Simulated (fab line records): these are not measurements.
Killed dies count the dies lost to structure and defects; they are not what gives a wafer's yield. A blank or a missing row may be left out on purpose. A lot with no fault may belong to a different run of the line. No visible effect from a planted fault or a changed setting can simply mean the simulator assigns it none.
Chamber matching / flow gf180mcu / 4 sister chambers for GF_STI_CMP_25 on cmp-01
The step polishes, stops on Si3N4, t overpolish 33 s, target thk 524.6 nm. 8 wafers are shown with their chamber, then 8 later ones without.

WAFERS PAIRED WITH THEIR CHAMBERS
wafer=L831.5; chamber=1; motorCurrentA (A)=9.9; timeToEndpointS (s)=127
wafer=L837.2; chamber=2; motorCurrentA (A)=12.0; timeToEndpointS (s)=128
wafer=L837.5; chamber=3; motorCurrentA (A)=11.4; timeToEndpointS (s)=134
wafer=L839.6; chamber=3; motorCurrentA (A)=11.2; timeToEndpointS (s)=125
wafer=L844.1; chamber=0; motorCurrentA (A)=12.7; timeToEndpointS (s)=118
wafer=L844.4; chamber=2; motorCurrentA (A)=12.2; timeToEndpointS (s)=119
wafer=L844.5; chamber=1; motorCurrentA (A)=10.4; timeToEndpointS (s)=118
wafer=L847.2; chamber=0; motorCurrentA (A)=12.4; timeToEndpointS (s)=114

WAFERS WITH NO CHAMBER GIVEN
wafer=L847.3; motorCurrentA (A)=9.6; timeToEndpointS (s)=110
wafer=L847.6; motorCurrentA (A)=11.4; timeToEndpointS (s)=114
wafer=L848.2; motorCurrentA (A)=12.6; timeToEndpointS (s)=117
wafer=L848.4; motorCurrentA (A)=11.4; timeToEndpointS (s)=117
wafer=L848.5; motorCurrentA (A)=11.7; timeToEndpointS (s)=119
wafer=L849.1; motorCurrentA (A)=12.5; timeToEndpointS (s)=117
wafer=L849.2; motorCurrentA (A)=10.9; timeToEndpointS (s)=125
wafer=L849.3; motorCurrentA (A)=11.5; timeToEndpointS (s)=121

CHAMBER TAKEN BY EACH
wafer=L847.3; from the rows above=1; in truth=1
wafer=L847.6; from the rows above=can't be placed: 3 or 2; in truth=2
wafer=L848.2; from the rows above=0; in truth=0
wafer=L848.4; from the rows above=can't be placed: 3 or 2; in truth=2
wafer=L848.5; from the rows above=can't be placed: 2 or 3 or 0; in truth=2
wafer=L849.1; from the rows above=can't be placed: 0 or 2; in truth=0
wafer=L849.2; from the rows above=can't be placed: 3 or 1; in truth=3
wafer=L849.3; from the rows above=can't be placed: 3 or 2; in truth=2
2 of 8 placed correctly. Unplaceable from these rows: 6, with the true chamber sitting among the candidates in 6. 0 placed wrongly.
How it was worked out, from the rows above alone: a wafer's distance from a chamber is the root of the sum, over the readings, of the square of ((its reading less the chamber's mean) divided by the reading's scatter). The wafer belongs to the nearest chamber; if the next one is less than 2 further off, it can't be placed. A chamber's mean is the mean of its shown wafers. The scatter: the root of (the sum of the squares of (reading less its chamber's mean) over the shown wafers, divided by (wafers less chambers)).
